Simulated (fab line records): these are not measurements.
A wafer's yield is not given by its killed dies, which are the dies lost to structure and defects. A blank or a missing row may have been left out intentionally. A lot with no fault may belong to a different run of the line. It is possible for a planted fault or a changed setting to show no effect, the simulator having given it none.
A struck lot beside a sound one || flow sky130 || 26 out of 708 route steps
Sound: these wafers, L986.2, L986.3, L986.5. The struck wafers were L996.3, L996.5, L996.6. The cause is given at the end.
For every step that has rows: the tool of each side, followed by ch and its chambers, followed by its first start. Under that, the readings that differ: sound wafers || struck wafers || difference of the means || sigmas: that difference in standard deviations of wafers without a fault.
alike: a reading whose means differ by less than 2 such deviations, as well as words and numbers matching on both sides. not compared: withheld readings; readings where some wafer has no value; bounds like >300 that might hide an equal value; numbers whose values overlap and for which the record gives no deviation.
A row with sigmas, a row that says differs or no value, or rows on one side alone: a step with any of these is where the two part. Numbers that have no deviation but don't overlap get no sigmas and don't part them. A reading missing from all wafers of one side parts the sides only when that side holds two or more wafers.

SKY_PWDE_TW_MEAS_10:
  struck on film_metro-03, day 6 06:00; sound on film_metro-03, day 4 06:59
  alike: PWDE_TW
then, 7 steps without rows for these wafers: SKY_NWELL_DEHYDRATE_03 (time 60 s); SKY_NWELL_HMDS_04 (prime time 60 s); SKY_NWELL_COAT_05 (resist thk 3000 nm); SKY_NWELL_SOFTBAKE_06; SKY_NWELL_EXPOSE_07 (exposes mask NWM, target cd 840 nm); SKY_NWELL_PEB_08; SKY_NWELL_DEVELOP_09 (develop time 60 s).
SKY_NWELL_OVL_MEAS_10:
  struck on overlay-01, day 7 01:48; sound on overlay-01, day 4 23:48
{"reading": "NWELL_00_OVL (nm)", "sound": "0.3 -0.2 0.4", "struck": "-4.2 -3.2 -2.9", "difference": -3.6, "sigmas": -3}
then, 3 steps without rows for these wafers: SKY_NWELL_IMPLANT_11; SKY_NWELL_IMPLANT_12; SKY_NWELL_IMPLANT_13.
SKY_NWELL_STRIP_14: strips in O2/N2.
  sound on plasma_asher-01 ch 0,1, day 5 00:17; struck on plasma_asher-02 ch 0,1, day 7 02:19
{"reading": "oes_product_au (a.u.)", "sound": "0.720 0.724 0.723", "struck": "0.959 0.971 0.961", "difference": "+0.241", "sigmas": "+49"}
{"reading": "strip_time_to_endpoint_s (s)", "sound": "36.94 37.06 37.01", "struck": "- - -", "difference": "no value on the struck wafers", "sigmas": ""}
{"reading": "model.coat_of_NWELL_COAT_05.thk_nm (nm)", "sound": "0 0 0", "struck": "672.9 671.2 672.9", "difference": "+672.3", "sigmas": ""}
  alike: drypump_motor_current_A
  not compared: rf_hours_counter_h
SKY_NWELL_TW_MEAS_15:
  struck on film_metro-04, day 7 02:24; sound on film_metro-04, day 5 00:23
  alike: NWELL_TW
then, 7 steps without rows for these wafers: SKY_NWELL_DEHYDRATE_16 (time 60 s); SKY_NWELL_HMDS_17 (prime time 60 s); SKY_NWELL_COAT_18 (resist thk 3000 nm); SKY_NWELL_SOFTBAKE_19; SKY_NWELL_EXPOSE_20 (exposes mask NWM COMPLEMENT, target cd 840 nm); SKY_NWELL_PEB_21; SKY_NWELL_DEVELOP_22 (develop time 60 s).
SKY_NWELL_OVL_MEAS_23:
  struck on overlay-01, day 7 22:10; sound on overlay-01, day 5 18:15
  alike: NWELL_01_OVL
then, 1 step without rows for these wafers: SKY_NWELL_IMPLANT_24.
SKY_NWELL_STRIP_25: strips in O2/N2.
  sound on plasma_asher-01 ch 0,1, day 5 18:26; struck on plasma_asher-01 ch 0,1, day 7 22:22
{"reading": "strip_time_to_endpoint_s (s)", "sound": "36.73 36.72 36.74", "struck": "46.87 46.88 46.86", "difference": "+10.14", "sigmas": "+99 or more"}
  alike: drypump_motor_current_A, oes_product_au
  not compared: rf_hours_counter_h
SKY_NWELL_TW_MEAS_26:
  struck on film_metro-04, day 7 22:27; sound on film_metro-03, day 5 18:32
{"reading": "NWELL_2_TW", "sound": "497 497 495", "struck": "172 178 172", "difference": -322, "sigmas": -92}
then, 1 step without rows for these wafers: SKY_NWELL_CLEAN_27 (cleans in SC1/SC2, time 150 s).

## WHERE THEY PART
Earliest at SKY_NWELL_OVL_MEAS_10; latest, in this record, at SKY_NWELL_TW_MEAS_26.

WHY: the cause the simulator had injected
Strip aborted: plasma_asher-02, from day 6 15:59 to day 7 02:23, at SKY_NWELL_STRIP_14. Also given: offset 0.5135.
